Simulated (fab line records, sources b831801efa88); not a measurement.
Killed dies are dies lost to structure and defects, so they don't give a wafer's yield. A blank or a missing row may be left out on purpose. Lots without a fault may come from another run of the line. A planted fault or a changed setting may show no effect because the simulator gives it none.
A struck lot beside a sound one | flow sfq_line | 42 steps out of a route of 325
Sound: wafers L159.1, L159.2, L159.5. Struck: wafers L173.2, L173.4, L173.6. The cause comes at the end.
At each step with rows: each side's tool, then ch and its chambers, then its first start. Under that, the readings that differ: sound wafers | struck wafers | difference of the means | sigmas: that difference in standard deviations of wafers without a fault.
alike: readings whose means differ by less than 2 such deviations, and words and numbers that are the same on both sides. not compared: withheld readings, readings that some wafer has no value for, bounds like >300 that may hide the same value, and numbers for which the record gives no deviation and whose values overlap.
The two part at a step that has a row with sigmas, a row that says differs or no value, or rows on one side only. Numbers that don't overlap but have no deviation are shown without sigmas and don't part them. A reading that every wafer of one side lacks parts them only if that side has two wafers or more.

first, 6 steps without rows for these wafers: SFQ_TRILAYER_C5_LITHO_COAT_156 (resist thk 62 nm); SFQ_TRILAYER_C5_LITHO_COAT_151 (resist thk 650 nm); SFQ_TRILAYER_C5_LITHO_SOFTBAKE_155; SFQ_TRILAYER_C5_LITHO_EXPOSE_152 (exposes mask C5, target cd 500 nm); SFQ_TRILAYER_C5_LITHO_PEB_154 (peb time 60 s); SFQ_TRILAYER_C5_LITHO_DEVELOP_153 (time 60 s).
SFQ_C5_OVL_MEAS_937:
  sound on overlay-02, day 65 05:10; struck on overlay-02, day 70 00:08
  alike: C5_OVL
SFQ_TRILAYER_C5_BARC_OPEN_VIA_ETCH_210: etches BARC in O2, target depth 125 nm, time 41.7 s.
  sound on rie_diel-01 ch 0,1,3, day 65 05:13; struck on rie_diel-04 ch 0,2,3, day 70 00:10
  alike: drypump_motor_current_A, oes_product_au
  not compared: rf_hours_counter_h
SFQ_TRILAYER_C5_ETCH_VIA_ETCH_154: etches SiO2 in CHF3, stops on Nb, target depth 84 nm.
  sound on rie_diel-01 ch 0,1,3, day 65 05:15; struck on rie_diel-04 ch 0,2,3, day 70 00:12
  alike: drypump_motor_current_A, oes_product_au
then, 3 steps without rows for these wafers: SFQ_TRILAYER_C5_STRIP_STRIP_155 (strips in O2); SFQ_TRILAYER_C5_STRIP_SOLV_CLEAN_156 (cleans in NMP, time 600 s); SFQ_TRILAYER_M6_DEP_PRE_CLEAN_158 (time 22.5 s).
SFQ_TRILAYER_M6_DEP_SPUTTER_157: material Nb, target thk 200 nm, time 133.3 s.
  sound on pvd_sputter-06, day 65 06:06; struck on pvd_sputter-06, day 70 01:03
  reading                                             | sound             | struck            | difference | sigmas
  model.Nb_of_TRILAYER_M6_DEP_SPUTTER_157.thk_nm (nm) | 198.2 201.5 199.2 | 316.1 316.3 313.9 | +115.8     |
  alike: throttle_valve_pct
SFQ_M6_RS_MEAS_938: measures by four-point-probe.
  sound on film_metro-02, day 65 06:11; struck on film_metro-02, day 70 01:10
  reading           | sound             | struck            | difference | sigmas
  M6_NB_RS (ohm/sq) | 0.896 0.882 0.893 | 0.560 0.560 0.564 | -0.329     | -30
then, 6 steps without rows for these wafers: SFQ_TRILAYER_M6_LITHO_COAT_164 (resist thk 62 nm); SFQ_TRILAYER_M6_LITHO_COAT_159 (resist thk 600 nm); SFQ_TRILAYER_M6_LITHO_SOFTBAKE_163; SFQ_TRILAYER_M6_LITHO_EXPOSE_160 (exposes mask M6, target cd 500 nm); SFQ_TRILAYER_M6_LITHO_PEB_162 (peb time 60 s); SFQ_TRILAYER_M6_LITHO_DEVELOP_161 (time 60 s).
SFQ_M6_OVL_MEAS_940:
  sound on overlay-02, day 65 08:37; struck on overlay-01, day 70 05:38
  alike: M6_OVL
then, 1 step without rows for these wafers: SFQ_TRILAYER_M6_BARC_OPEN_METAL_ETCH_206 (etches BARC in O2, target depth 125 nm, time 41.7 s).
SFQ_TRILAYER_M6_ETCH_METAL_ETCH_162: etches Nb in Cl2/Ar, stops on SiO2, target depth 240 nm, time 120 s.
  sound on rie_metal-03 ch 0,1, day 65 08:43; struck on rie_metal-01 ch 0,1, day 70 05:43
  reading               | sound             | struck            | difference | sigmas
  oes_product_au (a.u.) | 0.887 0.892 0.887 | 1.011 1.012 1.009 | +0.122     | +16
  alike: drypump_motor_current_A
  not compared: rf_hours_counter_h
then, 2 steps without rows for these wafers: SFQ_TRILAYER_M6_STRIP_STRIP_163 (strips in O2); SFQ_TRILAYER_M6_STRIP_SOLV_CLEAN_164 (cleans in NMP, time 600 s).
SFQ_TRILAYER_I6_DEP_PECVD_165: deposits SiO2 from SiH4/N2O, time 111.11 s, target thk 500 nm.
  sound on pecvd-02 ch 0,1,2, day 65 09:37; struck on pecvd-02 ch 0,2, day 70 06:37
  alike: heater_power_w, susceptor_temp_C, throttle_valve_pct
then, 1 step without rows for these wafers: SFQ_TRILAYER_I6_CMP_CMP_166 (polishes SiO2).
SFQ_I6_BOW_MEAS_941:
  sound on film_metro-02, day 66 14:46; struck on film_metro-02, day 70 09:43
  alike: I6_BOW
SFQ_TRILAYER_I6_METRO_MEASURE_167:
  sound on film_metro-02, day 66 14:53; struck on film_metro-02, day 70 10:01
  alike: thk_nm
then, 6 steps without rows for these wafers: SFQ_TRILAYER_I6_VIA_LITHO_COAT_174 (resist thk 62 nm); SFQ_TRILAYER_I6_VIA_LITHO_COAT_169 (resist thk 650 nm); SFQ_TRILAYER_I6_VIA_LITHO_SOFTBAKE_173; SFQ_TRILAYER_I6_VIA_LITHO_EXPOSE_170 (exposes mask I6, target cd 700 nm); SFQ_TRILAYER_I6_VIA_LITHO_PEB_172 (peb time 60 s); SFQ_TRILAYER_I6_VIA_LITHO_DEVELOP_171 (time 60 s).
SFQ_I6_OVL_MEAS_942:
  sound on overlay-01, day 66 18:32; struck on overlay-01, day 70 16:26
  alike: I6_OVL
then, 1 step without rows for these wafers: SFQ_TRILAYER_I6_VIA_BARC_OPEN_VIA_ETCH_235 (etches BARC in O2, target depth 125 nm, time 41.7 s).
SFQ_TRILAYER_I6_VIA_ETCH_VIA_ETCH_172: etches SiO2 in CHF3, stops on Nb, target depth 260 nm.
  sound on rie_diel-03 ch 1,2, day 66 18:37; struck on rie_diel-04 ch 0,3, day 70 16:30
  alike: drypump_motor_current_A, oes_product_au
then, 3 steps without rows for these wafers: SFQ_TRILAYER_I6_VIA_STRIP_STRIP_173 (strips in O2); SFQ_TRILAYER_I6_VIA_STRIP_SOLV_CLEAN_174 (cleans in NMP, time 600 s); SFQ_TRILAYER_M7_DEP_PRE_CLEAN_176 (time 22.5 s).
-- the record jumps here: 10 days lie between the struck wafers' starts before and after --
SFQ_M8_BOW_MEAS_951:
  sound on film_metro-01, day 78 02:13; struck on film_metro-03, day 80 07:02
  reading                       | sound               | struck               | difference | sigmas
  model.etest.m6.comb_log10_ohm | 12 12 12            | 0 0 0                | -12        |
  model.etest.m6.ohm_sq         | 0.8977 0.8828 0.893 | 0.5629 0.5624 0.5667 | -0.3272    |
  alike: M8_BOW

WHERE THEY PART
First at SFQ_M6_RS_MEAS_938; last, within this record, at SFQ_TRILAYER_M6_ETCH_METAL_ETCH_162. Later steps at which nothing parts them and some readings are alike: SFQ_TRILAYER_I6_DEP_PECVD_165, SFQ_I6_BOW_MEAS_941, SFQ_TRILAYER_I6_METRO_MEASURE_167, SFQ_I6_OVL_MEAS_942, SFQ_TRILAYER_I6_VIA_ETCH_VIA_ETCH_172, SFQ_M8_BOW_MEAS_951.

WHY: what the simulator had put in
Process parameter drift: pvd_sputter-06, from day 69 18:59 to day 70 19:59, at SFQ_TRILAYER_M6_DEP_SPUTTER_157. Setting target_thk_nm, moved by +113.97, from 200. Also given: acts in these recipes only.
